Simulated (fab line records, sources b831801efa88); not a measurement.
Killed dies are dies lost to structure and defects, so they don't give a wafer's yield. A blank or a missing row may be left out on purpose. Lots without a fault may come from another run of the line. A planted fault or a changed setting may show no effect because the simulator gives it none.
Chamber matching | flow gf180mcu | GF_V2_ETCH_16 on rie_diel-02: 4 sister chambers
The step etches BARC in N2/H2. 4 wafers are shown with their chamber, then 7 later ones without.

WAFERS WITH THEIR CHAMBER
wafer  | chamber | drypump_motor_current_A (A)
L085.3 | 3       | 5.6
L087.6 | 2       | 6.2
L089.1 | 0       | 6.4
L089.3 | 1       | 5.8

WAFERS WITHOUT THEIR CHAMBER
wafer  | drypump_motor_current_A (A)
L089.6 | 6.2
L096.2 | 6.3
L096.4 | 5.8
L096.5 | 5.6
L097.2 | 5.6
L097.3 | 6.1
L097.6 | 6.2

WHICH CHAMBER EACH WENT THROUGH
wafer  | from the rows above     | in truth
L089.6 | 2                       | 2
L096.2 | can't be placed: 2 or 0 | 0
L096.4 | 1                       | 1
L096.5 | 3                       | 3
L097.2 | 3                       | 3
L097.3 | 2                       | 2
L097.6 | 2                       | 2
Placed correctly: 6 of 7. Can't be placed from these rows: 1 (the true chamber is among the candidates in 1). Placed wrongly: 0.
How it was worked out, from the rows above alone: a wafer's distance from a chamber is the root of the sum, over the readings, of the square of ((its reading less the chamber's mean) divided by the reading's scatter). The wafer belongs to the nearest chamber; if the next one is less than 2 further off, it can't be placed. A chamber's mean is the mean of its shown wafers. The scatter: with one shown wafer a chamber, the root of the mean of the squares of how far each hidden wafer lies from its nearest shown one.
